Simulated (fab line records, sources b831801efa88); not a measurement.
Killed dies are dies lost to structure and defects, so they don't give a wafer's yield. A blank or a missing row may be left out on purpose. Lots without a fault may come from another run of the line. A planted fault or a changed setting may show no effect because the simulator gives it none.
fab line records | flow sky130
record lots=12 wafers=36 last_day=50
route steps=708 shown SONOS_ONO@168 VIA1@461 METAL2@503 METAL3@534
lots that met no fault: from a run of the same line without faults
start_h: hours from the record's first day to the start of the lot's first wafer shown | wait_h: hours since the lot's step before | " the same as in the row above | L1.1+2: a row that stands for several wafers | - no value, or no start given | * or withheld: withheld | < > ~ a bound
route shown NAME@n: a module of which the file shows steps, and the number in the route of the first | usual: mean/standard deviation of fault-free wafers | same: alike in all rows | chamber/n: place in a boat | sites: the reading at each site | _std_site: their standard deviation | _edge_site: outer sites' mean less inner sites' | radius_mm: how far each site lies from the wafer's centre | mask NAME#n: copy n | behind: the tool/chamber that last shaped the wafer | hold: why the lot was held/for how many hours/how that ended | device: the transistor (n, p or np) that didn't switch | end of line: the same wafers' tests at the end of the route | a step without rows: its recipe alone | killed: dies lost to structure and defects at the first sort, not the wafer's yield | map: a wafer's dies, x killed, . not, _ none there
set.NAME: the setting as run; set.NAME@STEP: as run at that earlier step | model.NAME: the simulator's own value behind a step, which no gauge read
steps of the route over a sample of lots; a table a step, a row a wafer
services: from which hour (start_h, from the record's first day; less than 0 if before it) a tool's chamber was out of use, for how many hours, and why
## steps
# step SKY_SONOS_ONO_OXIDATION_00
# recipe temp_c=800 ambient=O2 idle_temp_c=700 ramp_up_c_per_min=10 ramp_down_c_per_min=3 stabilise_s=600 purge_s=300 target_thk_a=26 ox_time_s=1249
# usual spike_tc_top_C=813/4.4 zone_power_lower_pct=14.5/1.8
# columns lot.wafer tool chamber start_h wait_h spike_tc_top_C zone_power_lower_pct
L823.1 furnace-01 0 259.69 0.0 807 12.1
L823.2 " 0 " " 809 12.1
L823.3 " 0 " " 808 12.1
L824.1 furnace-02 0 261.43 0.3 818 15.9
L824.5 " 0 " " 818 16.2
L824.6 " 0 " " 818 16.0
L826.3 furnace-01 0 282.70 1.3 809 12.0
L826.5 " 0 " " 809 12.3
L826.6 " 0 " " 807 12.3
L831.2 furnace-01 0 321.63 1.5 808 12.4
L831.4 " 0 " " 806 12.1
L831.6 " 0 " " 808 12.0
L837.1 furnace-02 0 367.17 0.4 815 16.0
L837.3 " 0 " " 814 15.9
L837.6 " 0 " " 815 15.8
L838.1 furnace-02 0 370.25 0.3 815 15.9
L838.2 " 0 " " 817 15.7
L838.5 " 0 " " 817 15.5
L839.2 furnace-02 0 388.21 1.8 819 15.8
L839.4 " 0 " " 816 15.8
L839.5 " 0 " " 815 15.8
L840.3 furnace-02 0 411.71 0.7 816 15.5
L840.4 " 0 " " 816 15.5
L840.5 " 0 " " 816 16.0
L841.1 furnace-02 0 414.85 0.0 816 15.8
L841.4 " 0 " " 816 16.0
L841.5 " 0 " " 818 15.8
L842.3 furnace-01 0 416.93 1.2 807 12.4
L842.4 " 0 " " 807 11.9
L842.6 " 0 " " 807 12.1
L843.1 furnace-01 0 422.93 1.8 809 12.2
L843.2 " 0 " " 807 12.3
L843.3 " 0 " " 809 12.3
L844.2 furnace-02 0 429.99 0.0 817 15.8
L844.3 " 0 " " 818 15.6
L844.4 " 0 " " 816 15.9
# step SKY_SONOS_ONO_THK_MEAS_01
# recipe reads=SiO2_of_SONOS_ONO_OXIDATION_00
# usual SONOS_ONO_OXIDATION_THK=2.59/0.059
# columns lot.wafer tool chamber start_h wait_h SONOS_ONO_OXIDATION_THK[nm]
L823.1 film_metro-04 - 261.04 0.0 2.56
L823.2 " - " " 2.46
L823.3 " - " " 2.54
L824.1 film_metro-03 - 262.77 0.0 2.56
L824.5 " - " " 2.52
L824.6 " - " " 2.42
L826.3 film_metro-03 - 284.07 0.0 2.63
L826.5 " - " " 2.69
L826.6 " - " " 2.68
L831.2 film_metro-03 - 322.99 0.0 2.84
L831.4 " - " " 2.79
L831.6 " - " " 2.81
L837.1 film_metro-03 - 368.52 0.0 2.61
L837.3 " - " " 2.62
L837.6 " - " " 2.52
L838.1 film_metro-04 - 371.59 0.0 2.57
L838.2 " - " " 2.58
L838.5 " - " " 2.56
L839.2 film_metro-04 - 389.56 0.0 2.62
L839.4 " - " " 2.66
L839.5 " - " " 2.62
L840.3 film_metro-02 - 413.08 0.0 2.65
L840.4 " - " " 2.68
L840.5 " - " " 2.60
L841.1 film_metro-03 - 416.20 0.0 2.54
L841.4 " - " " 2.61
L841.5 " - " " 2.58
L842.3 film_metro-04 - 418.30 0.0 2.66
L842.4 " - " " 2.64
L842.6 " - " " 2.65
L843.1 film_metro-03 - 424.27 0.0 2.59
L843.2 " - " " 2.60
L843.3 " - " " 2.60
L844.2 film_metro-03 - 431.35 0.0 2.56
L844.3 " - " " 2.49
L844.4 " - " " 2.46
# step SKY_VIA1_BOW_MEAS_03
# recipe mode=bow
# usual VIA1_BOW=79/7
# columns lot.wafer tool chamber start_h wait_h VIA1_BOW[um]
L823.1 film_metro-04 - 768.69 0.1 77
L823.2 " - " " 67
L823.3 " - " " 65
L824.1 film_metro-03 - 779.51 0.1 93
L824.5 " - " " 70
L824.6 " - " " 80
L826.3 film_metro-04 - 798.53 0.1 78
L826.5 " - " " 100
L826.6 " - " " 85
L831.2 film_metro-04 - 837.33 0.1 77
L831.4 " - " " 72
L831.6 " - " " 71
L837.1 film_metro-01 - 878.52 0.1 73
L837.3 " - " " 70
L837.6 " - " " 72
L838.1 film_metro-01 - 883.77 0.2 83
L838.2 " - " " 70
L838.5 " - " " 84
L839.2 film_metro-04 - 897.20 0.2 87
L839.4 " - " " 78
L839.5 " - " " 83
L840.3 film_metro-01 - 917.90 0.2 86
L840.4 " - " " 80
L840.5 " - " " 85
L841.1 film_metro-04 - 921.30 0.1 79
L841.4 " - " " 72
L841.5 " - " " 72
L842.3 film_metro-01 - 923.34 0.1 80
L842.4 " - " " 82
L842.6 " - " " 86
L843.1 film_metro-01 - 927.92 0.1 90
L843.2 " - " " 83
L843.3 " - " " 76
L844.2 film_metro-04 - 934.51 0.2 95
L844.3 " - " " 71
L844.4 " - " " 72
# step SKY_METAL2_STRIP_20
# recipe chemistry=O2/N2 power_w=1400 pressure_mtorr=1500 platen_temp_c=withheld o2_flow_sccm=3000 n2_flow_sccm=300 overash_fraction=0.5
# usual drypump_motor_current_A=6.2/0.34 oes_product_au=0.342/0.0044 strip_time_to_endpoint_s=2.685/0.028
# columns lot.wafer tool chamber start_h wait_h drypump_motor_current_A oes_product_au rf_hours_counter_h strip_time_to_endpoint_s
L823.1 plasma_asher-03 1 824.69 0.1 6.0 0.346 6 2.684
L823.2 " 0 " " 6.1 0.343 6 2.691
L823.3 " 1 " " 6.0 0.334 - 2.698
L824.1 plasma_asher-03 0 834.19 0.1 6.1 0.347 7 2.713
L824.5 " 0 " " 6.1 0.344 - 2.682
L824.6 " 1 " " 6.0 0.346 - 2.708
L826.3 plasma_asher-04 1 853.27 0.1 5.8 0.341 - 2.686
L826.5 " 0 " " 6.8 0.345 - 2.692
L826.6 " 1 " " 5.8 0.347 - 2.698
L831.2 plasma_asher-04 0 891.74 0.1 6.8 0.345 50 2.707
L831.4 " 0 " " 6.8 0.337 - 2.657
L831.6 " 1 " " 5.8 0.338 - 2.681
L837.1 plasma_asher-04 0 930.69 0.1 6.8 0.342 54 2.660
L837.3 " 0 " " 6.8 0.338 - 2.681
L837.6 " 0 " " 6.8 0.343 - 2.666
L838.1 plasma_asher-03 0 935.04 0.1 6.2 0.344 17 2.691
L838.2 " 1 " " 6.0 0.339 17 2.710
L838.5 " 0 " " 6.2 0.349 - 2.737
L839.2 plasma_asher-04 0 948.29 0.1 6.8 0.342 55 2.629
L839.4 " 0 " " 6.8 0.339 - 2.606
L839.5 " 0 " " 6.8 0.334 - 2.655
L840.3 plasma_asher-02 1 968.38 0.1 6.0 0.335 - 2.650
L840.4 " 0 " " 6.3 0.342 - 2.653
L840.5 " 0 " " 6.4 0.341 - 2.684
L841.1 plasma_asher-03 0 971.64 0.1 6.1 0.341 21 2.686
L841.4 " 1 " " 6.0 0.341 - 2.688
L841.5 " 1 " " 6.0 0.340 - 2.655
L842.3 plasma_asher-04 1 974.02 0.1 5.8 0.347 - 2.740
L842.4 " 0 " " 6.8 0.348 - 2.738
L842.6 " 0 " " 6.8 0.349 - 2.743
L843.1 plasma_asher-03 0 978.99 0.1 6.1 0.349 22 2.683
L843.2 " 1 " " 6.0 0.337 22 2.674
L843.3 " 0 " " 6.1 0.339 - 2.712
L844.2 plasma_asher-02 0 984.54 0.1 6.3 0.337 116 2.649
L844.3 " 1 " " 6.0 0.345 - 2.655
L844.4 " 0 " " 6.3 0.345 - 2.662
# step SKY_METAL3_SPUTTER_02
# recipe material=AlCu target_thk_nm=735 power_w=10600 time_s=39.1 chamber_pressure_pa=0.4
# usual throttle_valve_pct=30.3/0.7
# columns lot.wafer tool chamber start_h wait_h throttle_valve_pct
L823.1 pvd_sputter-01 - 854.84 0.0 30.8
L823.2 " - " " 29.8
L823.3 " - " " 31.1
L824.1 pvd_sputter-03 - 862.43 0.0 30.3
L824.5 " - " " 29.2
L824.6 " - " " 31.0
L826.3 pvd_sputter-01 - 881.96 0.0 31.1
L826.5 " - " " 29.2
L826.6 " - " " 30.9
L831.2 pvd_sputter-03 - 919.53 0.0 31.0
L831.4 " - " " 30.3
L831.6 " - " " 29.8
L837.1 pvd_sputter-02 - 958.94 0.0 31.1
L837.3 " - " " 29.8
L837.6 " - " " 30.9
L838.1 pvd_sputter-01 - 962.16 0.0 30.0
L838.2 " - " " 30.9
L838.5 " - " " 29.9
L839.2 pvd_sputter-03 - 974.91 0.0 29.3
L839.4 " - " " 30.6
L839.5 " - " " 30.8
L840.3 pvd_sputter-02 - 994.27 0.0 31.2
L840.4 " - " " 31.1
L840.5 " - " " 30.6
L841.1 pvd_sputter-03 - 997.17 0.0 29.0
L841.4 " - " " 30.8
L841.5 " - " " 29.9
L842.3 pvd_sputter-03 - 1000.16 0.0 29.2
L842.4 " - " " 31.1
L842.6 " - " " 30.3
L843.1 pvd_sputter-03 - 1005.65 0.0 30.9
L843.2 " - " " 30.6
L843.3 " - " " 29.2
L844.2 pvd_sputter-02 - 1011.62 0.0 30.7
L844.3 " - " " 30.7
L844.4 " - " " 29.6
## services
# columns tool chamber start_h hours kind
pvd_sputter-03 - 274.17 8.2 repair
plasma_asher-04 - 317.28 3.5 repair
furnace-02 - 335.85 4.4 pm
plasma_asher-04 - 399.44 9.5 pm
pvd_sputter-03 - 435.86 1.6 repair
furnace-02 - 533.57 4.9 repair
pvd_sputter-03 - 548.95 2.1 repair
furnace-02 - 562.91 4.1 pm
furnace-02 - 617.03 5.7 pm
pvd_sputter-03 - 620.96 12.2 repair
furnace-02 - 639.72 13.8 repair
pvd_sputter-03 - 649.45 2.1 repair
furnace-02 - 656.21 3.5 pm
pvd_sputter-03 - 657.82 1.9 repair
pvd_sputter-03 - 676.66 3.6 repair
furnace-02 - 823.81 3.1 pm
furnace-02 - 848.26 4.5 repair
furnace-02 - 865.66 4.0 repair
pvd_sputter-03 - 875.78 9.2 repair
furnace-02 - 899.03 3.2 pm
pvd_sputter-03 - 906.00 1.7 repair
pvd_sputter-03 - 926.15 2.6 repair
pvd_sputter-03 - 975.28 2.0 repair
furnace-02 - 991.81 2.6 pm
## key
first_sign step=SKY_SONOS_ONO_THK_MEAS_01 reading=SONOS_ONO_OXIDATION_THK direction=up sigmas=3.8 usual=2.59 struck=2.81
effect none on later readings
met_at SKY_SONOS_ONO_OXIDATION_00
struck_lots L831
tester_left_out L831
not_acting_at SKY_VIA1_BOW_MEAS_03,SKY_METAL2_STRIP_20,SKY_METAL3_SPUTTER_02
onset_between 282.70 321.63
fault kind=process_parameter_drift tool=furnace-01 chamber=- onset_h=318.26 steps=SKY_SONOS_ONO_OXIDATION_00 channel=ox_time_s offset=* shape=step end_h=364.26 acts_in=* stated=*
# tester_left_out: of these lots the tester's yield and bins aren't shown, on N5 and GAA mostly nor the transistor test; their killed dies are dies lost to structure and defects alone, not to doping, threshold or leakage, so they don't give the yield
